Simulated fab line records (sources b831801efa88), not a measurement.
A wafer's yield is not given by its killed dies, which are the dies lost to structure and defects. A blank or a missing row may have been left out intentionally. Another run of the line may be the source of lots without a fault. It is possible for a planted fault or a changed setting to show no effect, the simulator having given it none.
Chamber matching :: flow sky130 :: SKY_VIA4_CMP_02 on cmp-02: 4 sister chambers
The step polishes SiO2. 7 wafers are shown with their chamber, then 7 later ones without.

WAFERS WITH THEIR CHAMBER
wafer: L075.2
chamber: 3
motor current A (A): 12.1

wafer: L079.6
chamber: 2
motor current A (A): 11.9

wafer: L080.4
chamber: 0
motor current A (A): 9.4

wafer: L080.5
chamber: 1
motor current A (A): 12.9

wafer: L080.6
chamber: 2
motor current A (A): 11.8

wafer: L083.2
chamber: 1
motor current A (A): 12.0

wafer: L083.4
chamber: 0
motor current A (A): 11.1

WAFERS WITH NO CHAMBER GIVEN
wafer: L083.6
motor current A (A): 10.3

wafer: L090.2
motor current A (A): 11.9

wafer: L090.5
motor current A (A): 12.3

wafer: L090.6
motor current A (A): 10.4

wafer: L092.2
motor current A (A): 11.9

wafer: L092.4
motor current A (A): 12.4

wafer: L092.6
motor current A (A): 12.5

WHICH CHAMBER EACH WENT THROUGH
wafer: L083.6
from the rows above: can't be placed: 0 or 2
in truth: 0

wafer: L090.2
from the rows above: can't be placed: 2 or 3 or 1
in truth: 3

wafer: L090.5
from the rows above: can't be placed: 1 or 3 or 2
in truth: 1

wafer: L090.6
from the rows above: can't be placed: 0 or 2 or 3
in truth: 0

wafer: L092.2
from the rows above: can't be placed: 2 or 3 or 1
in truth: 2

wafer: L092.4
from the rows above: can't be placed: 1 or 3 or 2
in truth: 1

wafer: L092.6
from the rows above: can't be placed: 1 or 3 or 2
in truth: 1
Placed correctly: 0 of 7. Not placeable from these rows: 7 (in 7, the candidates include the true chamber). 0 placed wrongly.
How it was worked out, from the rows above alone: a wafer's distance from a chamber is the root of the sum, over the readings, of the square of ((its reading less the chamber's mean) divided by the reading's scatter). The wafer belongs to the nearest chamber; if the next one is less than 2 further off, it can't be placed. A chamber's mean is the mean of its shown wafers. The scatter: take each reading less its chamber's mean, square it, sum over the shown wafers, divide by the number of wafers less the number of chambers, and take the root.
